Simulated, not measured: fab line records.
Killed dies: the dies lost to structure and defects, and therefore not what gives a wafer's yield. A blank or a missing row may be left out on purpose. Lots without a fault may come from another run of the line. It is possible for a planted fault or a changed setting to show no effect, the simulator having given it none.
The tool behind it: which one?    flow sky130    39 wafers from 13 lots sampled at 5 of the route's 708 steps

WHAT THE GAUGES READ, wafer by wafer
SKY_VT_ADJUST_NCORE_CD_MEAS_07: target cd 380 nm.
lot   measured      on         cd nm (nm)
L387  day 8 12:31   cd sem-01  380.9 382.7 381.4
L388  day 8 17:31   cd sem-01  381.7 382.0 380.1
L392  day 11 03:48  cd sem-01  373.9 376.1 373.5
L394  day 11 11:10  cd sem-02  380.2 379.1 379.3
L395  day 11 11:35  cd sem-02  384.3 385.7 385.2
L397  day 11 17:54  cd sem-01  381.7 381.0 381.5
L398  day 11 18:34  cd sem-02  377.2 374.3 378.1
L399  day 12 16:17  cd sem-01  381.5 383.3 383.0
L403  day 13 15:10  cd sem-02  378.0 382.0 379.1
L405  day 14 07:11  cd sem-01  377.3 380.0 377.5
L406  day 14 10:53  cd sem-02  378.9 378.6 381.2
L407  day 14 15:17  cd sem-01  377.6 375.9 379.2
L410  day 15 14:47  cd sem-01  379.1 379.2 379.9

SKY_VT_ADJUST_NCORE_OVL_MEAS_08.
lot   measured      on          VT_ADJUST_NCORE_OVL (nm)
L387  day 8 12:36   overlay-02  -1.3 -1.5 -1.6
L388  day 8 17:38   overlay-01  -3.2 -2.6 -3.1
L392  day 11 03:54  overlay-01  -1.1 -3.7 -1.7
L394  day 11 11:16  overlay-02  -1.1 -2.2 -1.7
L395  day 11 11:42  overlay-01  -1.7 -1.4 -0.3
L397  day 11 18:01  overlay-02  -1.5 -2.6 -3.1
L398  day 11 18:40  overlay-02  -1.9 -2.7 -3.3
L399  day 12 16:24  overlay-02  -2.8 -1.4 -3.1
L403  day 13 15:17  overlay-02  -4.4 -4.0 -4.8
L405  day 14 07:18  overlay-02  -1.3 0.5 -1.1
L406  day 14 11:00  overlay-01  -4.3 -3.5 -2.9
L407  day 14 15:24  overlay-02  1.5 -1.4 -1.2
L410  day 15 14:52  overlay-01  -1.4 -1.7 -3.6

SKY_VT_ADJUST_HVTR_CD_MEAS_07: target cd 380 nm.
lot   measured      on         cd nm (nm)
L387  day 9 12:11   cd sem-01  377.4 378.1 378.0
L388  day 9 17:08   cd sem-01  382.4 379.7 381.3
L392  day 12 03:56  cd sem-01  381.0 381.0 381.5
L394  day 12 12:16  cd sem-01  381.3 383.1 381.8
L395  day 12 13:11  cd sem-01  380.1 379.6 380.9
L397  day 12 19:21  cd sem-01  382.0 381.9 386.1
L398  day 12 20:08  cd sem-01  376.3 377.1 375.8
L399  day 13 19:07  cd sem-02  385.9 384.0 385.8
L403  day 14 18:20  cd sem-01  383.3 386.9 384.8
L405  day 15 09:24  cd sem-01  394.3 391.6 390.2
L406  day 15 13:25  cd sem-01  392.9 392.8 392.2
L407  day 15 17:52  cd sem-01  393.4 392.0 389.4
L410  day 16 19:35  cd sem-01  383.7 380.1 386.0

WHAT TOOL EACH LOT RAN ON (gives the tool, then ch and the chambers of the sampled wafers, and finally the start)
lot   SKY_VT_ADJUST_LVTN_STRIP_09           SKY_VT_ADJUST_HVTR_EXPOSE_04
L387  plasma asher-03 ch 0,1, day 6 20:33   iline stepper-02 ch 0, day 9 00:51
L388  plasma asher-04 ch 0, day 7 02:22     iline stepper-01 ch 0, day 9 06:13
L392  plasma asher-04 ch 0, day 9 05:40     iline stepper-01 ch 0, day 11 15:32
L394  plasma asher-02 ch 0,1, day 9 13:21   iline stepper-01 ch 0, day 12 00:07
L395  plasma asher-04 ch 0,1, day 9 13:34   iline stepper-02 ch 0, day 12 00:53
L397  plasma asher-03 ch 0,1, day 9 19:07   iline stepper-01 ch 0, day 12 06:48
L398  plasma asher-02 ch 0,1, day 9 19:18   iline stepper-02 ch 0, day 12 07:51
L399  plasma asher-02 ch 0,1, day 10 14:55  iline stepper-01 ch 0, day 13 06:28
L403  plasma asher-02 ch 0,1, day 11 11:40  iline stepper-01 ch 0, day 14 04:37
L405  plasma asher-02 ch 0,1, day 12 02:10  iline stepper-01 ch 0, day 14 20:48
L406  plasma asher-02 ch 0,1, day 12 06:22  iline stepper-01 ch 0, day 15 00:11
L407  plasma asher-04 ch 0,1, day 12 11:28  iline stepper-01 ch 0, day 15 04:14
L410  plasma asher-02 ch 0,1, day 13 09:33  iline stepper-02 ch 0, day 16 05:29
- SKY_VT_ADJUST_LVTN_STRIP_09: strips in O2/N2.
- SKY_VT_ADJUST_HVTR_EXPOSE_04: exposes mask HVTRM, target cd 380 nm.

AS READ BY THE TOOLS THEMSELVES (means over the sampled wafers that have a number; for cases with no such wafer, the mark the record gives instead)
SKY_VT_ADJUST_LVTN_STRIP_09.
lot   tool             drypump motor current A (A)  oes product au (a.u.)  strip time to endpoint s (s)
L387  plasma asher-03  5.54                         0.723                  36.93
L388  plasma asher-04  5.69                         0.724                  36.81
L392  plasma asher-04  5.70                         0.724                  36.93
L394  plasma asher-02  5.84                         0.720                  36.73
L395  plasma asher-04  5.43                         0.719                  37.02
L397  plasma asher-03  5.52                         0.725                  36.83
L398  plasma asher-02  5.77                         0.726                  36.86
L399  plasma asher-02  5.85                         0.726                  37.12
L403  plasma asher-02  5.85                         0.723                  37.02
L405  plasma asher-02  5.86                         0.728                  36.92
L406  plasma asher-02  5.83                         0.722                  37.04
L407  plasma asher-04  5.44                         0.719                  36.85
L410  plasma asher-02  5.80                         0.720                  37.18

SKY_VT_ADJUST_HVTR_EXPOSE_04.
lot   tool              exposure dose mJ cm2
L387  iline stepper-02  149.98
L388  iline stepper-01  150.07
L392  iline stepper-01  149.92
L394  iline stepper-01  149.87
L395  iline stepper-02  149.88
L397  iline stepper-01  149.91
L398  iline stepper-02  149.85
L399  iline stepper-01  149.75
L403  iline stepper-01  149.90
L405  iline stepper-01  156.82
L406  iline stepper-01  156.86
L407  iline stepper-01  156.88
L410  iline stepper-02  150.05

THE ANSWER, worked out from the rows above alone
Rule: the lots themselves supply what counts as usual. The widest of any qualifying gaps counts: lots, ordered by their means at a reading, are off when they make up no more than a third of the lots, leave a main group of 4 or more, and stand apart from it by 3 or more times the standard deviation of that group's means. If all means in a main group match to the digits the tables above print for the reading, that group is not used. Also off: a lot with no number at a reading for which 4 or more lots have one. Any other lot the step has rows for is counted as sound. After the gauges, taken in route order, come the tools' own readings; for these a lot's mean is taken, as printed above. The first step at which some lot is off is used, and at that step the reading that is off furthest; a lot without a number counts as furthest.
Off: L405, L406, L407 (SKY_VT_ADJUST_HVTR_EXPOSE_04, exposure dose mJ cm2). The main group has a mean of 149.92 with a standard deviation of 0.09.
If a tool, at that step or one of the process steps before it, ran each lot that is off and ran no sound lot following the first of them, it fits. One candidate fits, namely iline stepper-01 at SKY_VT_ADJUST_HVTR_EXPOSE_04. Its last sound lot is L403 (day 14 04:37), its first lot that is off L405 (day 14 20:48): a fault that began between those two fits.
On the lots that are off, the tool's own readings at SKY_VT_ADJUST_HVTR_EXPOSE_04 differ by more than 5 times the standard deviation of the sound lots' means, which bears it out; exposure dose mJ cm2 reads 156.85 there versus 149.92 on the sound lots.

WHAT WAS PUT IN BY THE SIMULATOR
Process parameters drifting: iline stepper-01 at SKY_VT_ADJUST_HVTR_EXPOSE_04, beginning at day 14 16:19. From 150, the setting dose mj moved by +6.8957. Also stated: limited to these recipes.
Shown lots that were struck: L405, L406, L407. The rule above reached the same finding.
